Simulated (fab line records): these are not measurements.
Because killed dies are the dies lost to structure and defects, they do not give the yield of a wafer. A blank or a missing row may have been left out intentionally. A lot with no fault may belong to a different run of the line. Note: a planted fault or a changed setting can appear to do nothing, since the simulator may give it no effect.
What tool caused it? / flow gf180mcu / 11 lots with 33 wafers sampled at 6 steps, on a route of 602 steps

## WHAT THE GAUGES READ, wafer by wafer
GF_M4_RS_MEAS_05: measurement is done with a four-point probe.
lot=L176; measured=day 22 05:28; on=filmMetro-02; M4_ALCU_RS (ohm/sq)=0.0700 0.0701 0.0704
lot=L177; measured=day 22 15:20; on=filmMetro-02; M4_ALCU_RS (ohm/sq)=0.0696 0.0701 0.0693
lot=L182; measured=day 24 13:34; on=filmMetro-02; M4_ALCU_RS (ohm/sq)=0.0696 0.0693 0.0701
lot=L185; measured=day 26 02:08; on=filmMetro-01; M4_ALCU_RS (ohm/sq)=7.0895 7.0694 7.0874
lot=L186; measured=day 26 18:46; on=filmMetro-04; M4_ALCU_RS (ohm/sq)=7.1476 7.1142 7.1728
lot=L187; measured=day 27 01:37; on=filmMetro-01; M4_ALCU_RS (ohm/sq)=7.1359 7.2176 7.1915
lot=L189; measured=day 27 13:05; on=filmMetro-02; M4_ALCU_RS (ohm/sq)=0.0693 0.0685 0.0684
lot=L191; measured=day 28 02:44; on=filmMetro-01; M4_ALCU_RS (ohm/sq)=0.0697 0.0699 0.0700
lot=L193; measured=day 28 15:55; on=filmMetro-02; M4_ALCU_RS (ohm/sq)=0.0692 0.0699 0.0695
lot=L192; measured=day 28 19:40; on=filmMetro-01; M4_ALCU_RS (ohm/sq)=0.0698 0.0697 0.0697
lot=L198; measured=day 30 01:21; on=filmMetro-01; M4_ALCU_RS (ohm/sq)=0.0701 0.0707 0.0713

GF_M4_THK_MEAS_06: measures by xrf.
lot=L176; measured=day 22 05:34; on=filmMetro-02; M4_ALCU_THK (nm)=447 447 443
lot=L177; measured=day 22 15:28; on=filmMetro-02; M4_ALCU_THK (nm)=448 448 451
lot=L182; measured=day 24 13:41; on=filmMetro-02; M4_ALCU_THK (nm)=451 451 448
lot=L185; measured=day 26 02:14; on=filmMetro-01; M4_ALCU_THK (nm)=<0 <0 <0
lot=L186; measured=day 26 18:52; on=filmMetro-04; M4_ALCU_THK (nm)=<0 <0 <0
lot=L187; measured=day 27 01:43; on=filmMetro-01; M4_ALCU_THK (nm)=<0 <0 <0
lot=L189; measured=day 27 13:12; on=filmMetro-02; M4_ALCU_THK (nm)=453 458 460
lot=L191; measured=day 28 02:51; on=filmMetro-01; M4_ALCU_THK (nm)=452 449 451
lot=L193; measured=day 28 16:02; on=filmMetro-02; M4_ALCU_THK (nm)=456 450 453
lot=L192; measured=day 28 19:46; on=filmMetro-01; M4_ALCU_THK (nm)=451 449 453
lot=L198; measured=day 30 01:28; on=filmMetro-01; M4_ALCU_THK (nm)=445 444 441

GF_M4_CD_MEAS_14: target cd 280 nm.
lot=L176; measured=day 23 04:29; on=cdSem-02; cdNm (nm)=280.9 282.1 280.5
lot=L177; measured=day 23 14:04; on=cdSem-01; cdNm (nm)=281.1 282.9 281.5
lot=L182; measured=day 25 11:53; on=cdSem-02; cdNm (nm)=280.3 279.2 281.3
lot=L185; measured=day 26 23:42; on=cdSem-01; cdNm (nm)=280.2 281.0 279.6
lot=L186; measured=day 27 15:25; on=cdSem-02; cdNm (nm)=280.0 279.6 279.1
lot=L187; measured=day 27 21:32; on=cdSem-01; cdNm (nm)=277.7 276.8 279.2
lot=L189; measured=day 28 08:59; on=cdSem-02; cdNm (nm)=280.2 279.0 280.0
lot=L191; measured=day 28 21:49; on=cdSem-01; cdNm (nm)=280.6 279.8 279.1
lot=L193; measured=day 29 10:26; on=cdSem-01; cdNm (nm)=279.4 280.1 278.4
lot=L192; measured=day 29 13:59; on=cdSem-01; cdNm (nm)=281.1 280.0 280.9
lot=L198; measured=day 30 19:07; on=cdSem-01; cdNm (nm)=279.8 279.6 279.2

## WHAT TOOL EACH LOT RAN ON (gives the tool, then ch and the chambers of the sampled wafers, and finally the start)
lot=L176; GF_V3_STRIP_18=plasmaAsher-01 ch 0,1, day 22 04:00; GF_M4_SPUTTER_00=pvdSputter-02, day 22 05:13; GF_M4_SPUTTER_02=pvdSputter-02, day 22 05:21
lot=L177; GF_V3_STRIP_18=plasmaAsher-01 ch 0,1, day 22 13:53; GF_M4_SPUTTER_00=pvdSputter-03, day 22 15:07; GF_M4_SPUTTER_02=pvdSputter-03, day 22 15:15
lot=L182; GF_V3_STRIP_18=plasmaAsher-02 ch 0,1, day 24 12:06; GF_M4_SPUTTER_00=pvdSputter-01, day 24 13:20; GF_M4_SPUTTER_02=pvdSputter-01, day 24 13:28
lot=L185; GF_V3_STRIP_18=plasmaAsher-03 ch 0,1, day 26 00:41; GF_M4_SPUTTER_00=pvdSputter-01, day 26 01:52; GF_M4_SPUTTER_02=pvdSputter-01, day 26 02:00
lot=L186; GF_V3_STRIP_18=plasmaAsher-01 ch 0,1, day 26 17:17; GF_M4_SPUTTER_00=pvdSputter-01, day 26 18:29; GF_M4_SPUTTER_02=pvdSputter-01, day 26 18:37
lot=L187; GF_V3_STRIP_18=plasmaAsher-01 ch 0,1, day 27 00:08; GF_M4_SPUTTER_00=pvdSputter-01, day 27 01:22; GF_M4_SPUTTER_02=pvdSputter-01, day 27 01:30
lot=L189; GF_V3_STRIP_18=plasmaAsher-03 ch 0,1, day 27 11:35; GF_M4_SPUTTER_00=pvdSputter-03, day 27 12:49; GF_M4_SPUTTER_02=pvdSputter-03, day 27 12:58
lot=L191; GF_V3_STRIP_18=plasmaAsher-01 ch 0,1, day 28 01:15; GF_M4_SPUTTER_00=pvdSputter-02, day 28 02:31; GF_M4_SPUTTER_02=pvdSputter-02, day 28 02:38
lot=L193; GF_V3_STRIP_18=plasmaAsher-02 ch 0,1, day 28 14:26; GF_M4_SPUTTER_00=pvdSputter-01, day 28 15:41; GF_M4_SPUTTER_02=pvdSputter-01, day 28 15:49
lot=L192; GF_V3_STRIP_18=plasmaAsher-02 ch 1, day 28 18:11; GF_M4_SPUTTER_00=pvdSputter-02, day 28 19:25; GF_M4_SPUTTER_02=pvdSputter-02, day 28 19:33
lot=L198; GF_V3_STRIP_18=plasmaAsher-01 ch 0,1, day 29 23:53; GF_M4_SPUTTER_00=pvdSputter-03, day 30 01:08; GF_M4_SPUTTER_02=pvdSputter-03, day 30 01:16
- GF_V3_STRIP_18: strips in O2/N2.
- GF_M4_SPUTTER_00: material Ti, target thk 37.5 nm, time 150 s.
- GF_M4_SPUTTER_02: material AlCu, target thk 450 nm, time 23.9 s.

## AS READ BY THE TOOLS THEMSELVES (means over the sampled wafers that have a number; for cases with no such wafer, the mark the record gives instead)
GF_V3_STRIP_18.
lot=L176; tool=plasmaAsher-01; drypumpMotorCurrentA (A)=5.4; heaterPowerW (W)=344; oesProductAu (a.u.)=0.588
lot=L177; tool=plasmaAsher-01; drypumpMotorCurrentA (A)=5.4; heaterPowerW (W)=345; oesProductAu (a.u.)=0.591
lot=L182; tool=plasmaAsher-02; drypumpMotorCurrentA (A)=5.1; heaterPowerW (W)=326; oesProductAu (a.u.)=0.588
lot=L185; tool=plasmaAsher-03; drypumpMotorCurrentA (A)=5.9; heaterPowerW (W)=337; oesProductAu (a.u.)=0.589
lot=L186; tool=plasmaAsher-01; drypumpMotorCurrentA (A)=5.5; heaterPowerW (W)=367; oesProductAu (a.u.)=0.595
lot=L187; tool=plasmaAsher-01; drypumpMotorCurrentA (A)=5.4; heaterPowerW (W)=345; oesProductAu (a.u.)=0.592
lot=L189; tool=plasmaAsher-03; drypumpMotorCurrentA (A)=5.9; heaterPowerW (W)=337; oesProductAu (a.u.)=0.591
lot=L191; tool=plasmaAsher-01; drypumpMotorCurrentA (A)=5.4; heaterPowerW (W)=340; oesProductAu (a.u.)=0.590
lot=L193; tool=plasmaAsher-02; drypumpMotorCurrentA (A)=5.1; heaterPowerW (W)=326; oesProductAu (a.u.)=0.588
lot=L192; tool=plasmaAsher-02; drypumpMotorCurrentA (A)=5.6; heaterPowerW (W)=346; oesProductAu (a.u.)=0.590
lot=L198; tool=plasmaAsher-01; drypumpMotorCurrentA (A)=5.4; heaterPowerW (W)=345; oesProductAu (a.u.)=0.587

GF_M4_SPUTTER_00.
lot=L176; tool=pvdSputter-02; cathodeDcPowerW (W)=4000.2; chamberPressurePa (Pa)=2.000; throttleValvePct (%)=29.5
lot=L177; tool=pvdSputter-03; cathodeDcPowerW (W)=4000.3; chamberPressurePa (Pa)=2.000; throttleValvePct (%)=29.5
lot=L182; tool=pvdSputter-01; cathodeDcPowerW (W)=4000.5; chamberPressurePa (Pa)=2.002; throttleValvePct (%)=29.9
lot=L185; tool=pvdSputter-01; cathodeDcPowerW (W)=3999.6; chamberPressurePa (Pa)=1.999; throttleValvePct (%)=30.4
lot=L186; tool=pvdSputter-01; cathodeDcPowerW (W)=3999.6; chamberPressurePa (Pa)=1.999; throttleValvePct (%)=31.0
lot=L187; tool=pvdSputter-01; cathodeDcPowerW (W)=4000.2; chamberPressurePa (Pa)=2.000; throttleValvePct (%)=28.2
lot=L189; tool=pvdSputter-03; cathodeDcPowerW (W)=3999.9; chamberPressurePa (Pa)=1.997; throttleValvePct (%)=30.0
lot=L191; tool=pvdSputter-02; cathodeDcPowerW (W)=4000.3; chamberPressurePa (Pa)=1.996; throttleValvePct (%)=30.2
lot=L193; tool=pvdSputter-01; cathodeDcPowerW (W)=4000.3; chamberPressurePa (Pa)=1.999; throttleValvePct (%)=30.1
lot=L192; tool=pvdSputter-02; cathodeDcPowerW (W)=3999.9; chamberPressurePa (Pa)=1.999; throttleValvePct (%)=30.3
lot=L198; tool=pvdSputter-03; cathodeDcPowerW (W)=4000.4; chamberPressurePa (Pa)=2.001; throttleValvePct (%)=29.6

GF_M4_SPUTTER_02.
lot=L176; tool=pvdSputter-02; cathodeDcPowerW (W)=10598; chamberPressurePa (Pa)=0.4003; throttleValvePct (%)=29.4
lot=L177; tool=pvdSputter-03; cathodeDcPowerW (W)=10599; chamberPressurePa (Pa)=0.4005; throttleValvePct (%)=29.5
lot=L182; tool=pvdSputter-01; cathodeDcPowerW (W)=10600; chamberPressurePa (Pa)=0.4008; throttleValvePct (%)=30.1
lot=L185; tool=pvdSputter-01; cathodeDcPowerW (W)=-; chamberPressurePa (Pa)=-; throttleValvePct (%)=-
lot=L186; tool=pvdSputter-01; cathodeDcPowerW (W)=-; chamberPressurePa (Pa)=-; throttleValvePct (%)=-
lot=L187; tool=pvdSputter-01; cathodeDcPowerW (W)=-; chamberPressurePa (Pa)=-; throttleValvePct (%)=-
lot=L189; tool=pvdSputter-03; cathodeDcPowerW (W)=10600; chamberPressurePa (Pa)=0.4002; throttleValvePct (%)=29.9
lot=L191; tool=pvdSputter-02; cathodeDcPowerW (W)=10601; chamberPressurePa (Pa)=0.3993; throttleValvePct (%)=30.2
lot=L193; tool=pvdSputter-01; cathodeDcPowerW (W)=10601; chamberPressurePa (Pa)=0.4000; throttleValvePct (%)=30.0
lot=L192; tool=pvdSputter-02; cathodeDcPowerW (W)=10599; chamberPressurePa (Pa)=0.4007; throttleValvePct (%)=30.3
lot=L198; tool=pvdSputter-03; cathodeDcPowerW (W)=10600; chamberPressurePa (Pa)=0.3993; throttleValvePct (%)=29.3

## THE ANSWER, worked out from the rows above alone
Rule: the lots themselves supply what counts as usual. Put in order of their means at a reading, lots are off if they are a third of the lots or fewer, leave a main group of 4 or more, and stand apart from it by a gap of 3 or more times the standard deviation of the main group's means; of several such gaps the widest counts. If all means in a main group match to the digits the tables above print for the reading, that group is not used. A lot without any number at a reading at which 4 lots or more have one is off too. Where the step has rows for the other lots, those lots are counted as sound. Order of review: gauges by route order, followed by the tools' own readings, for which a lot's mean as printed above is used. At the first step where some lot is off, the reading lying furthest off is the one used; lots without a number count as furthest.
Off: L185, L186, L187, seen at GF_M4_RS_MEAS_05 (M4_ALCU_RS). Mean 0.0698 ohm/sq and standard deviation 0.00052 in the main group.
If a tool, at a process step before that reading, ran all the lots that are off and no sound lot after the first of them, it fits. Not tried: the gauges at GF_M4_RS_MEAS_05; whatever is off there is also off at GF_M4_SPUTTER_02, on other tools, and gauge error can't account for it. No candidate that was tried fits.

## WHAT THE SIMULATOR PUT IN
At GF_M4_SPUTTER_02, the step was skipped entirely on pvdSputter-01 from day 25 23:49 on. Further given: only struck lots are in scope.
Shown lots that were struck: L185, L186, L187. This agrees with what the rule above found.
